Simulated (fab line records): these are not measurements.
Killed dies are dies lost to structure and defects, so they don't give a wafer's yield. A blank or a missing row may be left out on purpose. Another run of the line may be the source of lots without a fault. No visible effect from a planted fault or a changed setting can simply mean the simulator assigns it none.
fab line records	flow gf180mcu
[record] lots = 24	wafers = 72	last_day = 34
route steps=602 shown VT_IMPLANT@108 V1@358 V3@445 V4@498 PASSIVATION@589
lots untouched by any fault: they come from a run of this same line in which no faults occurred
start_h: the number of hours between the record's first day and the start of the first shown wafer of the lot	wait_h: time in hours since the lot's previous step	" identical to the entry in the row above	L1.1+2: several wafers, shown together as one row	- no value, or no start was given	* or withheld: withheld	< > ~ a bound
route shown NAME@n: NAME is a module with steps in the file, n the number in the route of the first one	usual: mean and standard deviation over wafers with no fault	same: alike in all rows	chamber/n: place in a boat	sites: readings site by site	_std_site: their standard deviation	_edge_site: mean of outer sites minus mean of inner sites	radius_mm: how far each site lies from the wafer's centre	mask NAME#n: copy n	behind: the most recent tool/chamber to have shaped the wafer	hold: why the lot was held/for how many hours/how that ended	device: the transistor (n, p or np) that didn't switch	end of line: the tests these same wafers got at the end of their route	for a step that has no rows: nothing shown but its recipe	killed: at the first sort, the dies lost to defects and structure; wafer yield is something else	map: shows each die of a wafer: x if killed, . if not, _ if none is there
set.NAME: the run value of the setting; set.NAME@STEP: its run value at that earlier step	model.NAME: the simulator's own value behind a step, which no gauge read
steps of the route over a sample of lots; a table a step, a row a wafer
services: the hour from which a tool's chamber was out of use, counted from the record's first day as start_h (under 0 if before that day), plus the number of hours and why
[[steps]]
[step GF_VT_IMPLANT_OVL_MEAS_18]
[usual] VT_IMPLANT_01_OVL = -0.6/1.2
lot.wafer	tool	chamber	start_h	wait_h	VT_IMPLANT_01_OVL[nm]
L074.1	overlay-01	-	127.68	0.1	-0.9
L074.4	"	-	"	"	-0.2
L074.6	"	-	"	"	-0.4
L075.1	overlay-01	-	131.88	0.1	-0.6
L075.3	"	-	"	"	-1.0
L075.5	"	-	"	"	-1.2
L076.1	overlay-01	-	138.73	0.1	-1.7
L076.4	"	-	"	"	-1.8
L076.6	"	-	"	"	-0.7
L077.1	overlay-02	-	144.63	0.1	-0.1
L077.3	"	-	"	"	-0.3
L077.4	"	-	"	"	0.0
L078.3	overlay-02	-	150.24	0.1	1.6
L078.4	"	-	"	"	-1.3
L078.5	"	-	"	"	0.3
L079.3	overlay-01	-	156.49	0.1	-2.3
L079.5	"	-	"	"	-0.8
L079.6	"	-	"	"	-1.4
L080.3	overlay-01	-	164.94	0.1	0.0
L080.5	"	-	"	"	-0.5
L080.6	"	-	"	"	-1.2
L081.1	overlay-01	-	168.78	0.1	-0.3
L081.3	"	-	"	"	-0.4
L081.6	"	-	"	"	1.4
L082.3	overlay-01	-	178.04	0.1	-0.3
L082.4	"	-	"	"	-0.2
L082.5	"	-	"	"	-0.7
L083.1	overlay-01	-	181.93	0.1	-0.1
L083.4	"	-	"	"	-0.4
L083.6	"	-	"	"	0.3
L084.1	overlay-01	-	189.08	0.1	-1.8
L084.2	"	-	"	"	-0.7
L084.6	"	-	"	"	-1.1
L085.1	overlay-02	-	196.43	0.1	0.4
L085.3	"	-	"	"	1.4
L085.6	"	-	"	"	1.1
L086.1	overlay-01	-	202.32	0.1	-0.4
L086.4	"	-	"	"	-1.1
L086.6	"	-	"	"	0.3
L087.1	overlay-01	-	206.82	0.1	-2.1
L087.5	"	-	"	"	-0.6
L087.6	"	-	"	"	-1.3
L088.2	overlay-01	-	212.58	0.1	1.0
L088.4	"	-	"	"	1.4
L088.5	"	-	"	"	1.7
L089.3	overlay-01	-	222.49	0.1	-0.1
L089.4	"	-	"	"	0.1
L089.6	"	-	"	"	0.4
L090.3	overlay-02	-	228.44	0.1	-0.4
L090.5	"	-	"	"	0.5
L090.6	"	-	"	"	1.4
L091.2	overlay-02	-	233.13	0.1	-2.2
L091.4	"	-	"	"	-3.0
L091.5	"	-	"	"	-2.4
L092.1	overlay-01	-	241.08	0.1	-1.3
L092.2	"	-	"	"	-0.9
L092.3	"	-	"	"	-1.9
L093.1	overlay-02	-	246.83	0.1	0.2
L093.2	"	-	"	"	-1.2
L093.6	"	-	"	"	0.3
L094.1	overlay-02	-	252.17	0.1	-2.2
L094.2	"	-	"	"	-4.1
L094.3	"	-	"	"	-2.6
L095.1	overlay-02	-	260.72	0.1	0.0
L095.4	"	-	"	"	-2.3
L095.6	"	-	"	"	-0.6
L096.1	overlay-02	-	264.22	0.1	0.0
L096.2	"	-	"	"	-1.8
L096.3	"	-	"	"	0.0
L097.1	overlay-02	-	272.52	0.1	-1.3
L097.3	"	-	"	"	1.5
L097.4	"	-	"	"	-0.2
[step GF_V1_CVD_23]
[recipe] material = W	target_thk_nm = 350	time_s = 105.05	temp_c = 400	pressure_torr = 40
[usual] heater_power_w = 850/72
lot.wafer	tool	chamber	start_h	wait_h	heater_power_w
L074.1	cvd_w-01	1	411.09	0.0	786
L074.4	"	0	"	"	894
L074.6	"	1	"	"	789
L075.1	cvd_w-02	0	427.76	0.0	914
L075.3	"	1	"	"	717
L075.5	"	1	"	"	703
L076.1	cvd_w-01	0	431.72	0.0	874
L076.4	"	0	"	"	876
L076.6	"	1	"	"	796
L077.1	cvd_w-01	1	438.47	0.0	785
L077.3	"	1	"	"	776
L077.4	"	0	"	"	867
L078.3	cvd_w-01	0	452.98	0.1	880
L078.4	"	1	"	"	810
L078.5	"	1	"	"	782
L079.3	cvd_w-01	1	458.08	0.1	764
L079.5	"	1	"	"	783
L079.6	"	0	"	"	878
L080.3	cvd_w-02	0	475.72	0.1	900
L080.5	"	0	"	"	922
L080.6	"	0	"	"	900
L081.1	cvd_w-01	0	481.60	0.0	881
L081.3	"	0	"	"	878
L081.6	"	0	"	"	890
L082.3	cvd_w-02	0	486.77	0.1	890
L082.4	"	0	"	"	913
L082.5	"	0	"	"	890
L083.1	cvd_w-02	0	489.86	0.0	909
L083.4	"	0	"	"	916
L083.6	"	0	"	"	918
L084.1	cvd_w-02	1	508.14	0.0	701
L084.2	"	0	"	"	903
L084.6	"	1	"	"	707
L085.1	cvd_w-02	0	511.09	0.0	913
L085.3	"	1	"	"	723
L085.6	"	0	"	"	900
L086.1	cvd_w-01	0	514.98	0.0	879
L086.4	"	0	"	"	889
L086.6	"	1	"	"	800
L087.1	cvd_w-02	0	530.04	0.0	954
L087.5	"	0	"	"	924
L087.6	"	0	"	"	927
L088.2	cvd_w-01	1	538.20	0.0	780
L088.4	"	0	"	"	887
L088.5	"	1	"	"	799
L089.3	cvd_w-01	1	558.18	0.1	811
L089.4	"	0	"	"	906
L089.6	"	1	"	"	795
L090.3	cvd_w-02	0	559.27	0.1	927
L090.5	"	0	"	"	922
L090.6	"	0	"	"	927
L091.2	cvd_w-02	0	561.45	0.0	914
L091.4	"	1	"	"	721
L091.5	"	0	"	"	936
L092.1	cvd_w-01	1	576.79	0.0	797
L092.2	"	0	"	"	897
L092.3	"	0	"	"	860
L094.1	cvd_w-01	0	584.19	0.0	881
L094.2	"	1	"	"	814
L094.3	"	0	"	"	896
L093.1	cvd_w-02	1	584.47	0.0	723
L093.2	"	0	"	"	920
L093.6	"	1	"	"	713
L095.1	cvd_w-02	1	589.04	0.0	735
L095.4	"	0	"	"	915
L095.6	"	0	"	"	913
L096.1	cvd_w-01	1	602.40	0.0	787
L096.2	"	0	"	"	875
L096.3	"	0	"	"	911
L097.1	cvd_w-02	0	606.32	0.0	932
L097.3	"	1	"	"	717
L097.4	"	0	"	"	909
[step GF_V1_RS_MEAS_24]
[recipe] thk_meas_gauge = four-point-probe	reads = W_of_V1_CVD_23+TiN_of_V1_SPUTTER_22+Ti_of_V1_SPUTTER_21
[usual] V1_W_RS = 0.329/0.0035
lot.wafer	tool	chamber	start_h	wait_h	V1_W_RS[ohm/sq]
L074.1	film_metro-02	-	411.20	0.1	0.324
L074.4	"	-	"	"	0.323
L074.6	"	-	"	"	0.324
L075.1	film_metro-04	-	427.88	0.1	0.332
L075.3	"	-	"	"	0.326
L075.5	"	-	"	"	0.326
L076.1	film_metro-02	-	431.83	0.1	0.326
L076.4	"	-	"	"	0.328
L076.6	"	-	"	"	0.322
L077.1	film_metro-04	-	438.59	0.1	0.331
L077.3	"	-	"	"	0.325
L077.4	"	-	"	"	0.330
L078.3	film_metro-02	-	453.09	0.1	0.326
L078.4	"	-	"	"	0.323
L078.5	"	-	"	"	0.324
L079.3	film_metro-04	-	458.19	0.1	0.323
L079.5	"	-	"	"	0.323
L079.6	"	-	"	"	0.330
L080.3	film_metro-04	-	475.91	0.2	0.334
L080.5	"	-	"	"	0.338
L080.6	"	-	"	"	0.338
L081.1	film_metro-04	-	481.82	0.2	0.327
L081.3	"	-	"	"	0.335
L081.6	"	-	"	"	0.332
L082.3	film_metro-04	-	486.96	0.2	0.331
L082.4	"	-	"	"	0.327
L082.5	"	-	"	"	0.326
L083.1	film_metro-04	-	490.08	0.2	0.329
L083.4	"	-	"	"	0.327
L083.6	"	-	"	"	0.325
L084.1	film_metro-02	-	508.25	0.1	0.331
L084.2	"	-	"	"	0.335
L084.6	"	-	"	"	0.329
L085.1	film_metro-04	-	511.20	0.1	0.331
L085.3	"	-	"	"	0.331
L085.6	"	-	"	"	0.330
L086.1	film_metro-01	-	515.09	0.1	0.331
L086.4	"	-	"	"	0.332
L086.6	"	-	"	"	0.327
L087.1	film_metro-04	-	530.36	0.3	0.332
L087.5	"	-	"	"	0.335
L087.6	"	-	"	"	0.332
L088.2	film_metro-01	-	538.34	0.1	0.330
L088.4	"	-	"	"	0.330
L088.5	"	-	"	"	0.328
L089.3	film_metro-02	-	558.29	0.1	0.327
L089.4	"	-	"	"	0.331
L089.6	"	-	"	"	0.330
L090.3	film_metro-01	-	559.46	0.2	0.328
L090.5	"	-	"	"	0.330
L090.6	"	-	"	"	0.331
L091.2	film_metro-02	-	561.58	0.1	0.325
L091.4	"	-	"	"	0.330
L091.5	"	-	"	"	0.326
L092.1	film_metro-01	-	576.90	0.1	0.322
L092.2	"	-	"	"	0.327
L092.3	"	-	"	"	0.324
L094.1	film_metro-02	-	584.30	0.1	0.327
L094.2	"	-	"	"	0.324
L094.3	"	-	"	"	0.330
L093.1	film_metro-04	-	584.58	0.1	0.323
L093.2	"	-	"	"	0.331
L093.6	"	-	"	"	0.329
L095.1	film_metro-02	-	589.15	0.1	0.329
L095.4	"	-	"	"	0.327
L095.6	"	-	"	"	0.335
L096.1	film_metro-01	-	602.51	0.1	0.328
L096.2	"	-	"	"	0.327
L096.3	"	-	"	"	0.332
L097.1	film_metro-01	-	606.43	0.1	0.331
L097.3	"	-	"	"	0.328
L097.4	"	-	"	"	0.327
[step GF_V3_ETCH_16]
[recipe] chemistry = N2/H2	target_depth_a = withheld	overetch_a = withheld	time_s = withheld	target = BARC	ion_energy_ev = 200	source_w = 500	bias_w = 100	pressure_mtorr = 30	n2_flow_sccm = 100	h2_flow_sccm = 200
[usual] drypump_motor_current_A = 5.5/0.41	h2_flow_sccm = 200.0/0.61	oes_product_au = 0.854/0.0045	throttle_valve_pct = 13.225/0.009
lot.wafer	tool	chamber	start_h	wait_h	drypump_motor_current_A	h2_flow_sccm	oes_product_au	throttle_valve_pct
L074.1	rie_diel-03	2	511.63	0.0	5.4	200.1	0.850	13.233
L074.4	"	0	"	"	4.8	200.5	0.857	13.221
L074.6	"	2	"	"	5.4	199.8	0.854	13.237
L075.1	rie_diel-03	2	528.09	0.0	5.3	200.5	0.848	13.228
L075.3	"	1	"	"	5.8	199.9	0.845	13.232
L075.5	"	0	"	"	4.8	198.9	0.852	13.233
L076.1	rie_diel-04	1	532.79	0.0	5.4	199.1	0.852	13.232
L076.4	"	3	"	"	5.6	199.7	0.859	13.232
L076.6	"	1	"	"	5.4	199.8	0.852	13.224
L077.1	rie_diel-04	3	537.79	0.0	5.6	199.2	0.854	13.213
L077.3	"	2	"	"	5.3	199.6	0.853	13.220
L077.4	"	1	"	"	5.4	200.6	0.855	13.218
L078.3	rie_diel-02	2	550.73	0.0	6.6	201.0	0.851	13.232
L078.4	"	3	"	"	5.9	200.1	0.849	13.233
L078.5	"	0	"	"	6.1	199.5	0.847	13.210
L079.3	rie_diel-02	1	557.79	0.0	5.4	199.2	0.851	13.227
L079.5	"	1	"	"	5.4	200.9	0.857	13.216
L079.6	"	2	"	"	6.6	199.8	0.855	13.224
L080.3	rie_diel-04	0	572.68	0.0	5.1	200.5	0.856	13.238
L080.5	"	1	"	"	5.4	199.6	0.853	13.231
L080.6	"	0	"	"	5.1	200.5	0.856	13.216
L081.1	rie_diel-04	1	579.18	0.0	5.4	200.3	0.852	13.205
L081.3	"	0	"	"	5.1	200.2	0.858	13.240
L081.6	"	3	"	"	5.6	200.7	0.856	13.212
L082.3	rie_diel-02	2	582.38	0.0	6.6	199.2	0.864	13.214
L082.4	"	3	"	"	5.9	200.4	0.852	13.232
L082.5	"	1	"	"	5.4	200.5	0.860	13.230
L083.1	rie_diel-04	0	585.33	0.0	5.1	199.8	0.853	13.217
L083.4	"	3	"	"	5.6	200.1	0.855	13.220
L083.6	"	1	"	"	5.4	199.5	0.862	13.210
L084.1	rie_diel-03	2	601.68	0.0	5.4	200.0	0.860	13.226
L084.2	"	1	"	"	5.8	199.6	0.857	13.230
L084.6	"	1	"	"	5.8	199.3	0.853	13.210
L085.1	rie_diel-04	2	605.74	0.0	5.3	199.7	0.863	13.222
L085.3	"	0	"	"	5.1	201.7	0.856	13.235
L085.6	"	3	"	"	5.6	199.5	0.871	13.219
L086.1	rie_diel-03	1	609.13	0.0	5.8	199.7	0.855	13.230
L086.4	"	3	"	"	5.5	199.5	0.863	13.229
L086.6	"	2	"	"	5.4	199.9	0.852	13.221
L087.1	rie_diel-02	3	622.18	0.0	5.9	200.2	0.853	13.222
L087.5	"	2	"	"	6.6	200.0	0.856	13.215
L087.6	"	1	"	"	5.4	199.2	0.857	13.228
L088.2	rie_diel-04	3	629.99	0.0	5.6	198.4	0.856	13.233
L088.4	"	2	"	"	5.3	200.5	0.852	13.217
L088.5	"	1	"	"	5.4	200.7	0.856	13.231
L089.3	rie_diel-04	1	647.59	0.0	5.4	200.0	0.861	13.225
L089.4	"	0	"	"	5.1	200.7	0.857	13.252
L089.6	"	0	"	"	5.1	199.9	0.850	13.224
L090.3	rie_diel-02	0	648.68	0.0	6.1	199.4	0.854	13.232
L090.5	"	2	"	"	6.6	198.7	0.845	13.224
L090.6	"	3	"	"	5.9	201.2	0.844	13.223
L091.2	rie_diel-04	3	650.49	0.0	5.6	199.7	0.855	13.242
L091.4	"	1	"	"	5.4	200.2	0.854	13.224
L091.5	"	1	"	"	5.4	200.2	0.858	13.240
L092.1	rie_diel-04	1	663.54	0.0	5.4	201.0	0.852	13.238
L092.2	"	3	"	"	5.6	199.4	0.854	13.215
L092.3	"	0	"	"	5.1	200.9	0.848	13.238
L094.1	rie_diel-02	3	671.28	0.0	5.9	201.2	0.854	13.218
L094.2	"	0	"	"	6.1	200.6	0.851	13.231
L094.3	"	1	"	"	5.3	200.8	0.848	13.226
L093.1	rie_diel-03	2	671.40	0.0	5.3	200.7	0.857	13.217
L093.2	"	0	"	"	4.9	200.8	0.860	13.237
L093.6	"	1	"	"	5.7	200.5	0.861	13.216
L095.1	rie_diel-04	0	673.59	0.0	5.1	198.8	0.858	13.230
L095.4	"	1	"	"	5.4	199.7	0.856	13.234
L095.6	"	1	"	"	5.4	199.8	0.855	13.228
L096.1	rie_diel-02	2	685.58	0.0	6.6	199.4	0.843	13.224
L096.2	"	0	"	"	6.1	200.2	0.850	13.214
L096.3	"	3	"	"	5.9	200.4	0.854	13.243
L097.1	rie_diel-04	3	690.23	0.0	5.6	199.8	0.851	13.204
L097.3	"	1	"	"	5.4	199.6	0.860	13.222
L097.4	"	2	"	"	5.3	199.9	0.859	13.220
[step GF_V4_SPUTTER_22]
[recipe] material = TiN	target_thk_nm = 10	chamber_pressure_pa = 5	power_w = 4000	time_s = 40
[usual] throttle_valve_pct = 30.1/0.54
lot.wafer	tool	chamber	start_h	wait_h	throttle_valve_pct
L074.1	pvd_sputter-02	-	560.78	0.0	29.0
L074.4	"	-	"	"	31.5
L074.6	"	-	"	"	30.6
L075.1	pvd_sputter-02	-	576.11	0.0	29.7
L075.3	"	-	"	"	29.2
L075.5	"	-	"	"	30.4
L076.1	pvd_sputter-03	-	581.05	0.0	29.7
L076.4	"	-	"	"	30.8
L076.6	"	-	"	"	30.7
L077.1	pvd_sputter-04	-	585.91	0.0	30.3
L077.3	"	-	"	"	29.8
L077.4	"	-	"	"	30.2
L078.3	pvd_sputter-03	-	597.35	0.0	30.1
L078.4	"	-	"	"	29.6
L078.5	"	-	"	"	29.9
L079.3	pvd_sputter-02	-	604.30	0.0	29.6
L079.5	"	-	"	"	31.1
L079.6	"	-	"	"	30.3
L080.3	pvd_sputter-02	-	618.00	0.0	30.2
L080.5	"	-	"	"	29.7
L080.6	"	-	"	"	28.9
L081.1	pvd_sputter-03	-	625.10	0.0	30.4
L081.3	"	-	"	"	30.5
L081.6	"	-	"	"	29.7
L082.3	pvd_sputter-04	-	628.11	0.0	30.0
L082.4	"	-	"	"	30.4
L082.5	"	-	"	"	30.4
L083.1	pvd_sputter-04	-	631.75	0.0	30.6
L083.4	"	-	"	"	30.3
L083.6	"	-	"	"	30.3
L084.1	pvd_sputter-02	-	647.31	0.0	31.3
L084.2	"	-	"	"	30.2
L084.6	"	-	"	"	31.4
L085.1	pvd_sputter-03	-	651.00	0.0	30.5
L085.3	"	-	"	"	30.0
L085.6	"	-	"	"	29.4
L086.1	pvd_sputter-03	-	653.36	0.0	29.2
L086.4	"	-	"	"	30.3
L086.6	"	-	"	"	29.3
L087.1	pvd_sputter-03	-	665.03	0.0	29.2
L087.5	"	-	"	"	30.5
L087.6	"	-	"	"	30.0
L088.2	pvd_sputter-03	-	673.34	0.0	30.2
L088.4	"	-	"	"	29.3
L088.5	"	-	"	"	29.3
L089.3	pvd_sputter-03	-	689.66	0.0	30.8
L089.4	"	-	"	"	29.3
L089.6	"	-	"	"	30.8
L090.3	pvd_sputter-04	-	690.21	0.0	29.8
L090.5	"	-	"	"	29.7
L090.6	"	-	"	"	29.7
L091.2	pvd_sputter-04	-	692.61	0.0	30.7
L091.4	"	-	"	"	30.1
L091.5	"	-	"	"	30.1
L092.1	pvd_sputter-03	-	704.70	0.0	30.0
L092.2	"	-	"	"	29.3
L092.3	"	-	"	"	30.2
L094.1	pvd_sputter-03	-	711.80	0.0	29.6
L094.2	"	-	"	"	29.8
L094.3	"	-	"	"	31.0
L093.1	pvd_sputter-04	-	712.46	0.0	29.8
L093.2	"	-	"	"	30.0
L093.6	"	-	"	"	30.5
L095.1	pvd_sputter-02	-	714.65	0.0	29.0
L095.4	"	-	"	"	29.5
L095.6	"	-	"	"	29.7
L096.1	pvd_sputter-04	-	726.14	0.0	30.3
L096.2	"	-	"	"	30.0
L096.3	"	-	"	"	30.0
L097.1	pvd_sputter-04	-	729.55	0.0	30.4
L097.3	"	-	"	"	29.9
L097.4	"	-	"	"	29.7
[step GF_PASSIVATION_CVD_02]
[recipe] material = Si3N4	target_thk_nm = 700	time_s = 486.18	temp_c = 400	rf_w = 450
[usual] heater_power_w = 758/96
lot.wafer	tool	chamber	start_h	wait_h	heater_power_w
L074.1	pecvd-04	2	648.92	0.1	761
L074.4	"	0	"	"	797
L074.6	"	1	"	"	684
L075.1	pecvd-04	1	666.70	0.1	676
L075.3	"	2	"	"	643
L075.5	"	0	"	"	703
L076.1	pecvd-03	2	667.74	0.1	765
L076.4	"	1	"	"	723
L076.6	"	0	"	"	728
L077.1	pecvd-02	2	673.73	0.1	696
L077.3	"	0	"	"	940
L077.4	"	0	"	"	981
L078.3	pecvd-03	0	681.12	0.0	808
L078.4	"	1	"	"	912
L078.5	"	0	"	"	869
L079.3	pecvd-02	0	688.66	0.0	897
L079.5	"	0	"	"	933
L079.6	"	1	"	"	742
L080.3	pecvd-02	2	699.48	0.0	719
L080.5	"	0	"	"	774
L080.6	"	1	"	"	599
L081.1	pecvd-02	1	708.31	0.1	675
L081.3	"	0	"	"	970
L081.6	"	0	"	"	789
L082.3	pecvd-04	0	709.79	0.0	828
L082.4	"	2	"	"	811
L082.5	"	1	"	"	643
L083.1	pecvd-04	1	713.97	0.1	570
L083.4	"	1	"	"	621
L083.6	"	0	"	"	830
L084.1	pecvd-03	0	727.10	0.1	830
L084.2	"	1	"	"	835
L084.6	"	1	"	"	856
L085.1	pecvd-02	1	729.92	0.1	694
L085.3	"	0	"	"	893
L085.6	"	2	"	"	724
L086.1	pecvd-04	0	733.17	0.1	784
L086.4	"	0	"	"	823
L086.6	"	1	"	"	662
L087.1	pecvd-03	1	742.38	0.1	882
L087.5	"	0	"	"	822
L087.6	"	2	"	"	714
L088.2	pecvd-02	2	750.79	0.0	673
L088.4	"	2	"	"	739
L088.5	"	0	"	"	865
L089.3	pecvd-02	1	764.89	0.0	687
L089.4	"	0	"	"	912
L089.6	"	2	"	"	597
L090.3	pecvd-04	2	765.68	0.0	736
L090.5	"	2	"	"	773
L090.6	"	0	"	"	827
L091.2	pecvd-03	2	768.02	0.0	641
L091.4	"	1	"	"	805
L091.5	"	0	"	"	837
L092.1	pecvd-04	0	776.82	0.1	825
L092.2	"	1	"	"	674
L092.3	"	2	"	"	785
L094.1	pecvd-04	0	784.97	0.1	838
L094.2	"	2	"	"	790
L094.3	"	1	"	"	623
L093.1	pecvd-03	2	785.92	0.1	712
L093.2	"	0	"	"	860
L093.6	"	1	"	"	902
L095.1	pecvd-02	1	788.08	0.1	615
L095.4	"	1	"	"	657
L095.6	"	1	"	"	700
L096.1	pecvd-04	0	794.71	0.1	839
L096.2	"	2	"	"	708
L096.3	"	1	"	"	688
L097.1	pecvd-02	0	798.93	0.1	878
L097.3	"	2	"	"	688
L097.4	"	1	"	"	661
[[services]]
tool	chamber	start_h	hours	kind
cvd_w-01	-	390.00	14.0	pm
pecvd-02	-	407.64	0.5	repair
pecvd-02	0	421.01	6.7	repair
cvd_w-01	-	456.43	0.9	repair
cvd_w-01	-	460.97	0.2	repair
cvd_w-01	1	471.92	11.9	repair
cvd_w-02	1	473.35	24.5	repair
pecvd-04	-	499.79	2.8	pm
cvd_w-01	-	501.65	1.2	repair
cvd_w-02	0	511.45	14.5	repair
rie_diel-04	3	521.63	5.3	repair
rie_diel-04	0	528.81	12.8	repair
cvd_w-02	1	528.83	1.5	repair
rie_diel-04	3	539.69	4.8	repair
cvd_w-02	1	544.24	15.1	repair
rie_diel-04	0	557.96	1.7	repair
cvd_w-02	-	580.15	0.5	repair
cvd_w-01	-	621.84	0.5	repair
rie_diel-04	0	688.33	12.8	repair
pvd_sputter-03	-	696.67	5.0	repair
cvd_w-02	-	734.43	6.0	pm
cvd_w-02	-	745.42	6.9	pm
pvd_sputter-03	-	775.77	1.7	repair
rie_diel-04	-	783.86	0.9	repair
[[key]]
fault none
